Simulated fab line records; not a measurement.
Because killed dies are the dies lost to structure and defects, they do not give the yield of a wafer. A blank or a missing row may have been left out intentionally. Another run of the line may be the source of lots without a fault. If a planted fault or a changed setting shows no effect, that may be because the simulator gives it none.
fab line records	flow sky130
record: lots: 5	wafers: 15	last-day: 49
route steps=708 shown CAPM@539 METAL3@555 VIA3@573 PAD_OPEN@708
lots with no fault: from the same line, run without faults
start-h: hours from the record's opening day to when the first of the lot's shown wafers began	wait-h: time in hours since the lot's previous step	" identical to the entry in the row above	L1.1+2: a row that stands for several wafers	- either no value or no given start	* or withheld: withheld	< > ~ a bound
route shown NAME@n: names a module that has steps shown in the file, with the first one's number in the route	usual: mean/standard deviation of fault-free wafers	same: alike in all rows	chamber/n: place in a boat	sites: each site's reading	_std_site: how widely they spread, as a standard deviation	_edge_site: inner sites' mean taken away from outer sites' mean	radius-mm: how far each site lies from the wafer's centre	mask NAME#n: copy n	behind: tool/chamber where the wafer was last shaped	hold: why the lot went on hold/how many hours it stayed there/how the hold came to an end	device: which transistor (n, p or np) failed to switch	end of line: at the end of the route, the tests of the same wafers	step lacking rows: just its recipe	killed: not the wafer's yield, but the dies lost to structure and defects at the first sort	map: dies across one wafer; x = killed, . = not, _ = none there
set.NAME: the run value of the setting; set.NAME@STEP: its run value at that earlier step	model.NAME: the simulator's own value behind a step, which no gauge read
a table for each step, a row for each wafer; lots at some steps of the route
services: the hour from which a tool's chamber was out of use, counted from the record's first day as start-h (under 0 if before that day), plus the number of hours and why
== steps ==
step: SKY_CAPM_SPUTTER_02
recipe: material: TiN	target-thk-nm: 200	temp-c: 300	power-w: 6500	time-s: 166.7	chamber-pressure-pa: 0.4
step: SKY_CAPM_RS_MEAS_03
recipe: thk-meas-gauge: four-point-probe	reads: TiN_of_CAPM_SPUTTER_02
usual: CAPM_TIN_RS: 6.87/0.064
lot.wafer	tool	chamber	start-h	wait-h	CAPM_TIN_RS[ohm/sq]
L646.2	film-metro-03	-	885.76	0.1	6.94
L646.4	"	-	"	"	6.97
L646.5	"	-	"	"	6.94
L647.1	film-metro-02	-	900.77	0.1	6.78
L647.3	"	-	"	"	6.83
L647.5	"	-	"	"	6.83
L652.4	film-metro-02	-	932.19	0.1	6.95
L652.5	"	-	"	"	6.95
L652.6	"	-	"	"	6.88
L654.1	film-metro-02	-	948.43	0.1	6.87
L654.2	"	-	"	"	6.86
L654.5	"	-	"	"	6.83
L657.4	film-metro-03	-	970.69	0.1	6.76
L657.5	"	-	"	"	6.84
L657.6	"	-	"	"	6.75
step: SKY_CAPM_THK_MEAS_04
recipe: thk-meas-gauge: xrf	reads: TiN_of_CAPM_SPUTTER_02
usual: CAPM_TIN_THK: 200.8/2.1
lot.wafer	tool	chamber	start-h	wait-h	CAPM_TIN_THK[nm]
L646.2	film-metro-03	-	885.87	0.1	199.2
L646.4	"	-	"	"	198.0
L646.5	"	-	"	"	199.8
L647.1	film-metro-02	-	900.89	0.1	202.9
L647.3	"	-	"	"	200.1
L647.5	"	-	"	"	201.0
L652.4	film-metro-02	-	932.28	0.1	197.7
L652.5	"	-	"	"	198.4
L652.6	"	-	"	"	200.4
L654.1	film-metro-02	-	948.55	0.1	201.1
L654.2	"	-	"	"	201.7
L654.5	"	-	"	"	202.4
L657.4	film-metro-03	-	970.78	0.1	204.6
L657.5	"	-	"	"	201.9
L657.6	"	-	"	"	203.5
step: SKY_CAPM_DEHYDRATE_05
recipe: temp-c: 200	time-s: 60
step: SKY_CAPM_HMDS_06
recipe: prime-time-s: 60	prime-temp-c: 120
step: SKY_CAPM_COAT_07
recipe: resist: NOVOLAK	spin-rpm: 3000	resist-thk-nm: 1140
step: SKY_CAPM_SOFTBAKE_08
recipe: temp-c: 90	time-s: 60	resist: NOVOLAK
step: SKY_CAPM_EXPOSE_09
recipe: mask-id: CAPM	na: 0.6	source-shape: conventional	sigma-outer: 0.6	polarization: unpolarized	target-cd-nm: 1000	dose-mj: 159
step: SKY_CAPM_PEB_10
recipe: temp-c: withheld	time-s: *	resist: NOVOLAK
step: SKY_CAPM_DEVELOP_11
recipe: resist: NOVOLAK	developer: TMAH	develop-time-s: 60	dev-temp-c: 23
step: SKY_CAPM_OVL_MEAS_12
usual: CAPM_OVL: -0.4/1.3
lot.wafer	tool	chamber	start-h	wait-h	CAPM_OVL[nm]
L646.2	overlay-01	-	910.50	0.1	0.1
L646.4	"	-	"	"	-0.7
L646.5	"	-	"	"	-0.1
L647.1	overlay-01	-	924.64	0.1	0.5
L647.3	"	-	"	"	-1.0
L647.5	"	-	"	"	-1.4
L652.4	overlay-02	-	955.11	0.1	-2.1
L652.5	"	-	"	"	1.0
L652.6	"	-	"	"	-1.5
L654.1	overlay-01	-	971.34	0.1	-1.6
L654.2	"	-	"	"	-1.7
L654.5	"	-	"	"	0.1
L657.4	overlay-01	-	993.91	0.1	1.1
L657.5	"	-	"	"	0.5
L657.6	"	-	"	"	-1.5
step: SKY_CAPM_METAL_ETCH_13
recipe: target-depth-nm: 220	stop-on: SiO2	chemistry: Cl2/BCl3	target: TiN	pressure-mtorr: 10	icp-w: 900	bias-w: 48.5	Cl2_flow_sccm: 60	bcl3-flow-sccm: 30	time-s: 62.9
step: SKY_CAPM_STRIP_14
recipe: chemistry: O2/N2	power-w: 1400	pressure-mtorr: 1500	platen-temp-c: withheld	o2-flow-sccm: 3000	n2-flow-sccm: 300	overash-fraction: 0.5
usual: drypump-motor-current-A: 5.52/0.28	n2-flow-sccm: 299.9/0.94	o2-flow-sccm: 3000/8.3	oes-product-au: 0.710/0.0046	strip-time-to-endpoint-s: 12.65/0.042
same: overash-fraction: 0.5
lot.wafer	tool	chamber	start-h	wait-h	drypump-motor-current-A	n2-flow-sccm	o2-flow-sccm	oes-product-au	rf-hours-counter-h	strip-time-to-endpoint-s
L646.2	plasma-asher-02	1	910.60	0.1	5.57	300.5	3004	0.715	44	12.58
L646.4	"	1	"	"	5.57	300.1	2997	0.699	-	12.61
L646.5	"	0	"	"	5.57	300.0	2999	0.715	-	12.60
L647.1	plasma-asher-01	0	924.76	0.1	5.73	297.7	2992	0.712	78	12.64
L647.3	"	0	"	"	5.73	300.9	2997	0.710	-	12.64
L647.5	"	1	"	"	5.84	299.0	2998	0.719	-	12.67
L652.4	plasma-asher-02	0	955.23	0.1	5.53	300.4	3001	0.703	-	12.68
L652.5	"	1	"	"	5.54	298.9	3008	0.703	-	12.68
L652.6	"	0	"	"	5.53	301.1	2999	0.709	-	12.66
L654.1	plasma-asher-02	0	971.45	0.1	5.53	299.5	3006	0.712	50	12.63
L654.2	"	1	"	"	5.57	300.8	3014	0.717	50	12.57
L654.5	"	0	"	"	5.52	299.4	2993	0.707	-	12.60
L657.4	plasma-asher-02	1	994.03	0.1	5.55	299.7	3003	0.716	-	12.58
L657.5	"	0	"	"	5.55	299.7	3011	0.712	-	12.56
L657.6	"	1	"	"	5.59	298.8	2991	0.713	-	12.60
step: SKY_CAPM_STRIP_15
recipe: chemistry: post-etch-residue-remover	time-s: 1140	temp-c: 72.5
step: SKY_CAPM_CLEAN_16
recipe: chemistry: IPA	time-s: 180	temp-c: 25
step: SKY_CAPM_CLEAN_17
recipe: chemistry: O3/DIW	dry: n2-spin
step: SKY_METAL3_DEHYDRATE_05
recipe: temp-c: 200	time-s: 60
step: SKY_METAL3_HMDS_06
recipe: prime-time-s: 60	prime-temp-c: 120
step: SKY_METAL3_COAT_07
recipe: resist: BARC	temp-c: withheld	time-s: withheld	spin-rpm: 3000	resist-thk-nm: 60
step: SKY_METAL3_COAT_08
recipe: resist: KrF-thick	spin-rpm: 3000	resist-thk-nm: 1140
step: SKY_METAL3_SOFTBAKE_09
recipe: temp-c: 100	time-s: 90	resist: KrF-thick
step: SKY_METAL3_EXPOSE_10
recipe: mask-id: MM3	na: 0.68	source-shape: annular	sigma-inner: 0.4	sigma-outer: 0.8	target-cd-nm: 300	dose-mj: 28
step: SKY_METAL3_PEB_11
recipe: peb-temp-c: withheld	peb-time-s: withheld	resist: KrF-thick
step: SKY_METAL3_DEVELOP_12
recipe: develop-time-s: 60	resist: KrF-thick	dev-temp-c: 21
step: SKY_METAL3_CD_MEAS_13
recipe: target-cd-nm: 300
usual: cd-nm: 299.8/1.2
lot.wafer	tool	chamber	start-h	wait-h	cd-nm
L646.2	cd-sem-02	-	935.94	-	299.8
L646.4	"	-	"	"	300.2
L646.5	"	-	"	"	300.9
L647.1	cd-sem-02	-	949.37	-	302.1
L647.3	"	-	"	"	300.7
L647.5	"	-	"	"	301.0
L652.4	cd-sem-01	-	979.53	-	297.1
L652.5	"	-	"	"	298.2
L652.6	"	-	"	"	297.4
L654.1	cd-sem-01	-	996.17	-	300.9
L654.2	"	-	"	"	299.3
L654.5	"	-	"	"	299.5
L657.4	cd-sem-02	-	1018.25	-	299.4
L657.5	"	-	"	"	299.5
L657.6	"	-	"	"	299.8
step: SKY_METAL3_OVL_MEAS_14
usual: METAL3_OVL: -3/5.6
lot.wafer	tool	chamber	start-h	wait-h	METAL3_OVL[nm]
L646.2	overlay-01	-	936.05	0.1	-5
L646.4	"	-	"	"	-7
L646.5	"	-	"	"	-1
L647.1	overlay-02	-	949.49	0.1	-10
L647.3	"	-	"	"	-13
L647.5	"	-	"	"	-8
L652.4	overlay-01	-	979.61	0.1	-3
L652.5	"	-	"	"	-7
L652.6	"	-	"	"	0
L654.1	overlay-02	-	996.29	0.1	-5
L654.2	"	-	"	"	-4
L654.5	"	-	"	"	-12
L657.4	overlay-02	-	1018.33	0.1	-1
L657.5	"	-	"	"	-9
L657.6	"	-	"	"	-7
step: SKY_METAL3_DESCUM_15
recipe: chemistry: O2	source-power-w: 150	bias-power-w: 0	pressure-mtorr: 10	temp-c: 40	time-s: 8
usual: drypump-motor-current-A: 5.7/0.42	oes-product-au: 0.998/0.0099
same: bias-power-w: 0	time-s: 8
lot.wafer	tool	chamber	start-h	wait-h	drypump-motor-current-A	oes-product-au	rf-hours-counter-h
L646.2	rie-metal-03	1	936.08	0.0	5.5	0.995	9
L646.4	"	1	"	"	5.5	0.994	-
L646.5	"	0	"	"	5.1	0.986	-
L647.1	rie-metal-01	1	949.53	0.0	6.3	1.001	4
L647.3	"	0	"	"	5.8	0.991	-
L647.5	"	1	"	"	6.3	1.001	-
L652.4	rie-metal-01	0	979.64	0.0	5.8	1.010	-
L652.5	"	0	"	"	5.8	0.998	-
L652.6	"	1	"	"	6.3	1.009	-
L654.1	rie-metal-03	0	996.33	0.0	5.2	0.977	18
L654.2	"	1	"	"	5.5	1.004	12
L654.5	"	0	"	"	5.2	0.985	-
L657.4	rie-metal-04	1	1018.36	0.0	5.5	1.016	-
L657.5	"	0	"	"	6.0	1.003	-
L657.6	"	1	"	"	5.5	1.018	-
step: SKY_METAL3_ETCH_16
recipe: chemistry: N2/H2	target: BARC	ion-energy-ev: 196.5	bias-w: 100	pressure-mtorr: 30	n2-flow-sccm: 100	h2-flow-sccm: 200	icp-w: 500	stop-on: SiO2	time-s: 88.2	target-depth-a: 600
usual: drypump-motor-current-A: 5.7/0.42	h2-flow-sccm: 200.0/0.61	n2-flow-sccm: 100.00/0.3	oes-product-au: 0.625/0.0044	throttle-valve-pct: 13.204/0.0081
same: time-s: 88.2
lot.wafer	tool	chamber	start-h	wait-h	drypump-motor-current-A	h2-flow-sccm	n2-flow-sccm	oes-product-au	rf-hours-counter-h	throttle-valve-pct
L646.2	rie-metal-03	1	936.11	0.0	5.6	199.0	99.78	0.629	9	13.206
L646.4	"	1	"	"	5.5	199.6	99.95	0.622	-	13.210
L646.5	"	0	"	"	5.2	201.1	100.37	0.633	-	13.203
L647.1	rie-metal-01	1	949.56	0.0	6.3	199.2	100.17	0.622	4	13.188
L647.3	"	0	"	"	5.8	199.5	99.91	0.629	-	13.208
L647.5	"	1	"	"	6.3	200.0	99.66	0.623	-	13.206
L652.4	rie-metal-01	0	979.69	0.0	5.9	200.1	99.97	0.624	-	13.202
L652.5	"	0	"	"	5.8	200.0	100.23	0.626	-	13.202
L652.6	"	1	"	"	6.4	200.5	100.09	0.629	-	13.206
L654.1	rie-metal-03	0	996.36	0.0	5.2	199.8	100.14	0.622	18	13.212
L654.2	"	1	"	"	5.5	200.3	99.69	0.630	12	13.208
L654.5	"	0	"	"	5.1	199.5	99.67	0.622	-	13.220
L657.4	rie-metal-04	1	1018.41	0.0	5.4	200.2	100.44	0.627	-	13.202
L657.5	"	0	"	"	6.0	200.3	100.37	0.630	-	13.195
L657.6	"	1	"	"	5.4	200.4	100.26	0.629	-	13.202
step: SKY_METAL3_ETCH_17
recipe: target: SiO2	stop-on: TiN	chemistry: C4F8/O2/Ar	source-w: 1500	bias-w: 1200	pressure-mtorr: 40	c4f8-flow-sccm: withheld	O2_flow_sccm: 6	Ar_flow_sccm: 300	time-s: 3.9	target-depth-a: 150
usual: oes-product-au: 0.755/0.0065
same: time-s: 3.9
lot.wafer	tool	chamber	start-h	wait-h	oes-product-au	rf-hours-counter-h
L646.2	rie-diel-01	1	936.21	0.1	0.754	5
L646.4	"	2	"	"	0.762	-
L646.5	"	1	"	"	0.760	-
L647.1	rie-diel-02	3	949.66	0.1	0.741	9
L647.3	"	0	"	"	0.751	19
L647.5	"	1	"	"	0.760	-
L652.4	rie-diel-02	3	979.76	0.0	0.764	10
L652.5	"	0	"	"	0.762	-
L652.6	"	3	"	"	0.761	-
L654.1	rie-diel-01	1	996.46	0.1	0.750	7
L654.2	"	3	"	"	0.750	13
L654.5	"	1	"	"	0.757	-
L657.4	rie-diel-01	0	1018.48	0.0	0.758	1
L657.5	"	0	"	"	0.751	-
L657.6	"	3	"	"	0.765	-
step: SKY_METAL3_METAL_ETCH_18
recipe: target-depth-a: 8450	stop-on: SiO2	over-etch-frac: 0.3	time-s: 183.1	chemistry: Cl2/BCl3	resist-sidewall-deg: 88	pressure-mtorr: 10	icp-w: 900	bias-w: 48.5	Cl2_flow_sccm: 60	bcl3-flow-sccm: 30
usual: drypump-motor-current-A: 5.8/0.41	oes-product-au: 0.867/0.0053	throttle-valve-pct: 22.264/0.0084
same: time-s: 183.1
lot.wafer	tool	chamber	start-h	wait-h	drypump-motor-current-A	oes-product-au	rf-hours-counter-h	throttle-valve-pct
L646.2	rie-metal-01	1	936.29	0.1	6.4	0.870	-	22.268
L646.4	"	1	"	"	6.3	0.858	-	22.259
L646.5	"	1	"	"	6.3	0.871	-	22.257
L647.1	rie-metal-04	0	949.68	0.0	6.0	0.865	3	22.265
L647.3	"	1	"	"	5.5	0.876	-	22.266
L647.5	"	0	"	"	6.0	0.870	-	22.271
L652.4	rie-metal-04	1	979.84	0.1	5.5	0.861	-	22.251
L652.5	"	0	"	"	6.0	0.860	-	22.262
L652.6	"	1	"	"	5.4	0.865	-	22.269
L654.1	rie-metal-04	1	996.48	0.0	5.5	0.867	17	22.252
L654.2	"	0	"	"	6.0	0.870	6	22.274
L654.5	"	0	"	"	6.0	0.873	-	22.268
L657.4	rie-metal-03	1	1018.56	0.1	5.5	0.868	-	22.245
L657.5	"	0	"	"	5.2	0.869	-	22.250
L657.6	"	1	"	"	5.5	0.875	-	22.271
step: SKY_METAL3_STRIP_19
recipe: chemistry: O2/N2	power-w: 1400	pressure-mtorr: 1500	platen-temp-c: withheld	o2-flow-sccm: 3000	n2-flow-sccm: 300	overash-fraction: 0.5
step: SKY_METAL3_STRIP_20
recipe: chemistry: post-etch-residue-remover	time-s: 1200	temp-c: 72.5
step: SKY_METAL3_CLEAN_21
recipe: chemistry: IPA	time-s: 180	temp-c: 25
step: SKY_METAL3_CLEAN_22
recipe: chemistry: O3/DIW	dry: n2-spin
step: SKY_VIA3_HDPCVD_00
recipe: material: SiO2	target-thk-nm: 1635	sigma-open-frac: 0.3	time-s: 272.5	temp-c: 400	sih4-flow-sccm: 60	pressure-mtorr: 6
step: SKY_VIA3_THK_MEAS_01
recipe: reads: SiO2_of_VIA3_HDPCVD_00
usual: VIA3_HDPCVD_THK: 1638/16
lot.wafer	tool	chamber	start-h	wait-h	VIA3_HDPCVD_THK[nm]
L646.2	film-metro-02	-	937.35	0.1	1625
L646.4	"	-	"	"	1617
L646.5	"	-	"	"	1623
L647.1	film-metro-01	-	950.64	0.1	1644
L647.3	"	-	"	"	1654
L647.5	"	-	"	"	1634
L652.4	film-metro-04	-	980.75	0.0	1642
L652.5	"	-	"	"	1641
L652.6	"	-	"	"	1654
L654.1	film-metro-01	-	997.41	0.1	1633
L654.2	"	-	"	"	1622
L654.5	"	-	"	"	1642
L657.4	film-metro-02	-	1019.47	0.0	1635
L657.5	"	-	"	"	1644
L657.6	"	-	"	"	1647
step: SKY_VIA3_CMP_02
recipe: material: SiO2	down-force-psi: 4	platen-rpm: 60	pad-velocity-m-s: 0.94248
usual: edge-zone-pressure-frac: 1.001/0.0047	motor-current-A: 12.2/1.1	slurry-filter-dp-kPa: 13.48/0.13	slurry-flow-ml-min: 150.0/0.43
lot.wafer	tool	chamber	start-h	wait-h	edge-zone-pressure-frac	motor-current-A	slurry-filter-dp-kPa	slurry-flow-ml-min
L646.4	cmp-02	3	937.51	0.1	1.005	12.6	13.34	149.4
L646.2	"	0	"	"	1.005	13.3	13.42	150.6
L646.5	"	0	"	"	1.007	14.4	13.59	149.4
L647.3	cmp-01	3	950.70	0.0	0.995	11.9	13.42	149.8
L647.1	"	2	"	"	0.996	12.9	13.52	149.8
L647.5	"	0	"	"	1.002	10.3	13.57	150.3
L652.4	cmp-02	3	980.93	0.2	1.003	12.3	13.62	150.6
L652.5	"	0	"	"	1.000	15.0	13.58	149.5
L652.6	"	1	"	"	0.997	11.7	13.41	149.4
L654.2	cmp-01	1	997.73	0.3	0.993	12.1	13.42	150.0
L654.1	"	3	"	"	1.004	12.4	13.45	149.8
L654.5	"	1	"	"	0.999	12.2	13.18	149.9
L657.4	cmp-02	1	1019.60	0.1	1.000	11.4	13.38	149.8
L657.5	"	3	"	"	1.004	12.2	13.31	149.8
L657.6	"	0	"	"	1.002	13.3	13.47	149.8
step: SKY_VIA3_BOW_MEAS_03
recipe: mode: bow
usual: VIA3_BOW: 79/6.9
lot.wafer	tool	chamber	start-h	wait-h	VIA3_BOW[um]
L646.2	film-metro-04	-	937.83	0.2	80
L646.4	"	-	"	"	69
L646.5	"	-	"	"	88
L647.1	film-metro-02	-	951.00	0.1	71
L647.3	"	-	"	"	79
L647.5	"	-	"	"	80
L652.4	film-metro-01	-	981.14	0.2	92
L652.5	"	-	"	"	83
L652.6	"	-	"	"	87
L654.1	film-metro-04	-	998.03	0.1	66
L654.2	"	-	"	"	78
L654.5	"	-	"	"	75
L657.4	film-metro-04	-	1019.86	0.2	75
L657.5	"	-	"	"	87
L657.6	"	-	"	"	80
step: SKY_VIA3_DEHYDRATE_04
recipe: temp-c: 200	time-s: 60
step: SKY_VIA3_HMDS_05
recipe: prime-time-s: 60	prime-temp-c: 120
step: SKY_VIA3_COAT_06
recipe: resist: BARC	temp-c: withheld	time-s: withheld	spin-rpm: 3000	resist-thk-nm: 60
step: SKY_VIA3_COAT_07
recipe: resist: KrF-thick	spin-rpm: 3000	resist-thk-nm: 450
step: SKY_PAD_OPEN_PROBE_99
usual: defect-limited-yield: 82.6/2.1	killed_at_M0_to_M3: 43/7.3	killed_at_M4_up: 3.1/1.8	killed-at-contacts: 24/5.4	killed-at-front-end: 15/4.1	killed-at-other: 0.2/0.52	killed-dies: 86/10	killed-on-rim: 17/4.1	killed-open: 47/7.3	killed-short: 39/6.4	sort_bin_3_pad_short: 0.8/0.37	sort_bin_5_function: 10.1/1.4	sort_bin_6_memory: 6.4/1.2	sort-n-pass: 406/10	sort-yield-pct: 82.6/2.1
same: gross-dies: 492	killed-at-back-side: 0	sort_bin_4_leakage[%]: 0	sort_bin_8_speed[%]: 0
lot.wafer	tool	chamber	start-h	wait-h	defect-limited-yield[%]	killed_at_M0_to_M3	killed_at_M4_up	killed-at-contacts	killed-at-front-end	killed-at-other	killed-dies	killed-on-rim	killed-open	killed-short	sort_bin_3_pad_short[%]	sort_bin_5_function[%]	sort_bin_6_memory[%]	sort-n-pass	sort-yield-pct[%]	model.etest.tester.sort-n-pass	model.etest.tester.sort-yield-pct	model.etest.tester.sort_bin_5_pct	model.etest.tester.sort_bin_3_pct
L646.2	prober-02	-	1104.36	0.1	80.7	43	7	24	21	0	95	18	55	39	0.4	11.4	7.5	397	80.7	397	80.69	11.38	0.4065
L646.4	prober-02	-	1104.46	0.2	82.9	44	5	16	18	1	84	13	45	39	1.0	9.3	6.7	408	82.9	408	82.93	9.35	1.016
L646.5	prober-02	-	1104.51	0.2	85.6	31	1	24	15	0	71	9	37	34	0.8	8.1	5.5	421	85.6	421	85.57	8.13	0.813
L647.1	prober-01	-	1116.31	0.1	80.7	46	3	16	29	1	95	13	45	49	1.4	9.8	8.1	397	80.7	397	80.69	9.756	1.423
L647.3	prober-01	-	1116.41	0.2	81.1	56	0	21	15	1	93	19	46	47	0.8	10.2	7.9	399	81.1	399	81.1	10.16	0.813
L647.5	prober-01	-	1116.51	0.2	81.5	43	6	17	23	2	91	16	48	42	0.6	10.2	7.7	401	81.5	401	81.5	10.16	0.6098
L652.4	prober-02	-	1142.25	0.2	83.1	43	3	27	10	0	83	16	49	34	0.8	9.8	6.3	409	83.1	409	83.13	9.756	0.813
L652.5	prober-02	-	1142.30	0.2	84.1	38	3	23	14	0	78	13	40	38	0.2	9.8	5.9	414	84.1	414	84.15	9.756	0.2033
L652.6	prober-02	-	1142.35	0.2	81.7	35	2	38	15	0	90	19	43	47	0.6	11.0	6.7	402	81.7	402	81.71	10.98	0.6098
L654.1	prober-02	-	1151.97	0.1	83.1	41	3	24	15	0	83	18	50	33	0.4	10.0	6.5	409	83.1	409	83.13	9.959	0.4065
L654.2	prober-02	-	1152.02	0.1	85.8	30	2	20	18	0	70	20	30	40	0.4	8.1	5.7	422	85.8	422	85.77	8.13	0.4065
L654.5	prober-02	-	1152.17	0.2	83.1	51	5	15	12	0	83	18	34	49	0.6	8.7	7.5	409	83.1	409	83.13	8.74	0.6098
L657.4	prober-01	-	1168.87	0.2	85.6	34	3	19	15	0	71	10	39	32	0.4	8.9	5.1	421	85.6	421	85.57	8.943	0.4065
L657.5	prober-01	-	1168.92	0.2	73.4	52	5	24	14	36	131	35	51	44	2.2	16.7	7.7	361	73.4	361	73.37	16.67	2.236
L657.6	prober-01	-	1168.97	0.2	83.3	43	2	25	11	1	82	14	47	35	1.0	9.8	5.9	410	83.3	410	83.33	9.756	1.016
killed by level:class
L646.2 VIA1:geometric-particle:open=12 LI_CONTACT:geometric-particle:open=9 CONTACT:geometric-particle:open=9 FIELD_ISO:geometric-particle:open=8 METAL2:geometric-particle:short=8 VIA3:geometric-particle:open=6 METAL4:geometric-particle:short=5 FIELD_ISO:geometric-particle:short=4
L646.4 VIA1:geometric-particle:open=13 VIA3:geometric-particle:open=8 METAL1:geometric-particle:short=6 CONTACT:geometric-particle:open=6 FIELD_ISO:geometric-particle:short=5 LI_CONTACT:geometric-particle:open=4 VIA1:geometric-particle:short=4 VIA2:geometric-particle:open=4
L646.5 CONTACT:geometric-particle:open=11 LI_CONTACT:geometric-particle:open=7 VIA1:geometric-particle:open=7 METAL2:geometric-particle:short=6 POLY_GATE:geometric-particle:open=4 METAL3:geometric-particle:short=4 METAL1:geometric-particle:short=4 FIELD_ISO:geometric-particle:open=3
L647.1 VIA1:geometric-particle:open=12 FIELD_ISO:geometric-particle:short=8 POLY_GATE:geometric-particle:open=6 METAL2:geometric-particle:short=6 VIA3:geometric-particle:open=6 FIELD_ISO:geometric-particle:open=5 CONTACT:geometric-particle:open=5 VIA1:geometric-particle:short=5
L647.3 VIA1:geometric-particle:open=13 METAL2:geometric-particle:short=10 METAL1:geometric-particle:short=7 LI_CONTACT:geometric-particle:open=7 VIA1:geometric-particle:short=7 VIA2:geometric-particle:open=6 POLY_GATE:geometric-particle:open=5 POLY_GATE:geometric-particle:short=4
L647.5 VIA1:geometric-particle:open=12 FIELD_ISO:geometric-particle:short=8 CONTACT:geometric-particle:open=7 VIA1:geometric-particle:short=6 POLY_GATE:geometric-particle:short=5 POLY_GATE:geometric-particle:open=5 VIA3:geometric-particle:open=5 METAL4:geometric-particle:short=5
L652.4 VIA3:geometric-particle:open=10 CONTACT:geometric-particle:open=9 VIA2:geometric-particle:open=8 LI_CONTACT:geometric-particle:open=7 CONTACT:geometric-particle:short=6 VIA1:geometric-particle:open=5 METAL2:geometric-particle:short=5 VIA2:geometric-particle:short=5
L652.5 LI_CONTACT:geometric-particle:open=9 VIA1:geometric-particle:open=8 CONTACT:geometric-particle:open=6 VIA2:geometric-particle:open=6 FIELD_ISO:geometric-particle:short=5 METAL1:geometric-particle:short=5 VIA1:geometric-particle:short=5 LOCAL_INTERCONNECT:geometric-particle:short=4
L652.6 CONTACT:geometric-particle:open=13 METAL1:geometric-particle:short=9 CONTACT:geometric-particle:short=7 FIELD_ISO:geometric-particle:short=6 LOCAL_INTERCONNECT:geometric-particle:short=6 VIA2:geometric-particle:open=6 LI_CONTACT:geometric-particle:open=5 VIA1:geometric-particle:open=5
L654.1 VIA3:geometric-particle:open=12 CONTACT:geometric-particle:open=9 VIA2:geometric-particle:open=8 LI_CONTACT:geometric-particle:open=7 FIELD_ISO:geometric-particle:open=6 VIA1:geometric-particle:short=5 METAL2:geometric-particle:short=4 LI_CONTACT:geometric-particle:short=3
L654.2 CONTACT:geometric-particle:short=7 FIELD_ISO:geometric-particle:short=6 VIA1:geometric-particle:open=6 LOCAL_INTERCONNECT:geometric-particle:short=6 VIA3:geometric-particle:open=5 POLY_GATE:geometric-particle:open=4 CONTACT:geometric-particle:open=4 VIA1:geometric-particle:short=4
L654.5 VIA2:geometric-particle:open=7 VIA3:geometric-particle:open=7 VIA3:geometric-particle:short=7 CONTACT:geometric-particle:open=6 METAL1:geometric-particle:short=6 VIA1:geometric-particle:short=6 METAL4:geometric-particle:short=5 METAL2:geometric-particle:short=5
L657.4 CONTACT:geometric-particle:open=8 VIA2:geometric-particle:open=7 VIA1:geometric-particle:open=7 FIELD_ISO:geometric-particle:short=6 LI_CONTACT:geometric-particle:open=6 VIA1:geometric-particle:short=4 METAL2:geometric-particle:short=4 VIA3:geometric-particle:open=4
L657.5 CAPM:unspecified=36 VIA1:geometric-particle:open=13 CONTACT:geometric-particle:open=9 METAL1:geometric-particle:short=7 VIA1:geometric-particle:short=7 VIA3:geometric-particle:open=7 LI_CONTACT:geometric-particle:open=6 CONTACT:geometric-particle:short=5
L657.6 VIA1:geometric-particle:open=10 VIA2:geometric-particle:open=10 CONTACT:geometric-particle:open=6 LI_CONTACT:geometric-particle:open=5 LOCAL_INTERCONNECT:geometric-particle:short=5 CONTACT:geometric-particle:short=5 FIELD_ISO:geometric-particle:short=3 FIELD_ISO:geometric-particle:open=3
map L657.5 (x killed, . not)
__________xx...xxxxx_________
________.....xxxxxxxxx_______
______......x.xxxxxxxxxx_____
_____...xx..x.xxxxxxxx...____
____..x..x...x.xxxxx..x.x.___
___.....x...x........x..x..__
__.x.x..x...x...x...x...x.x._
_x...x..x...x..x.....x..x....
_x...x......x.....xx.x...xx.x
_......x...............x.....
_...x..............x......x..
_....x..................xx...
_....x........x..x..........x
_............x....x.x......xx
_..x..x.....x.x..x.x...xx...x
__x.......x........x..x....._
___.x.......xx...x..x...x.x__
____....x.x........x.x.xxx___
_____.............x......____
______x.xx.........x...._____
________xx.........x.x_______
__________.......x.x_________
map L646.2 (x killed, . not)
__________.........._________
________x.....xx......_______
______..xxx........x...._____
_____x........x..x....x..____
____.x.........xx.....x...___
___..x....................x__
__.x.....x...x...x........x._
_x..xxxxx.......x............
_....x.x.........x......x....
_....x...x...x..........x.x..
_.....x....x....x......x.x..x
_......x...xx........x.x.....
_..x.....x..x.........x.....x
_...x.x..x...............x...
_x....x.....x....x......x....
__x..xx.x.....x...x..x..xx.._
___x..x....................__
____...x......x.x.x...x.x.___
_____x.....x.x..xx.x.....____
______........x..x.x.x.._____
________....x...xx...._______
__________.x.......x_________
== services ==
tool	chamber	start-h	hours	kind
cmp-01	-	889.98	8.2	pm
rie-diel-02	1	903.91	3.6	repair
rie-metal-01	0	907.36	-	clean
rie-metal-01	0	907.36	29.6	scheduled-down
rie-metal-01	0	907.36	29.6	vent-cycle
cmp-02	-	911.79	7.9	pm
cmp-01	-	912.00	4.0	pm
cmp-01	-	916.00	-	consumable-replace:conditioner
cmp-01	-	916.00	-	consumable-replace:pad
cmp-02	-	922.38	8.6	pm
rie-diel-01	0	922.66	16.1	repair
cmp-01	-	936.80	3.5	repair
cmp-01	-	949.58	0.9	repair
plasma-asher-01	-	957.83	2.3	repair
rie-metal-01	-	960.36	0.6	repair
cmp-02	-	966.70	1.2	repair
cmp-01	-	973.90	0.6	repair
rie-diel-01	0	975.95	-	clean
rie-diel-01	0	975.95	20.8	scheduled-down
rie-diel-01	0	975.95	20.8	vent-cycle
cmp-02	-	983.99	2.0	repair
cmp-02	-	1010.58	2.0	repair
== key ==
first-sign: step: SKY_PAD_OPEN_PROBE_99	reading: killed-at-other	direction: up	sigmas: 36	usual: 0.2	struck: 36
effect: step: SKY_PAD_OPEN_PROBE_99	reading: sort_bin_5_function	direction: up	sigmas: 4.5	usual: 10.1	struck: 16.7
model-effect: step: SKY_PAD_OPEN_PROBE_99	value: etest.tester.sort-n-pass	without: 394	struck: 361
met-at SKY_CAPM_STRIP_14
struck-wafers L657.5
onset-between 971.45 994.03
fault: kind: chamber-particle-source	tool: plasma-asher-02	chamber: 0	onset-h: 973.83	steps: SKY_CAPM_STRIP_14	rate-per-visit-cm2: 0.50437	end-h: 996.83
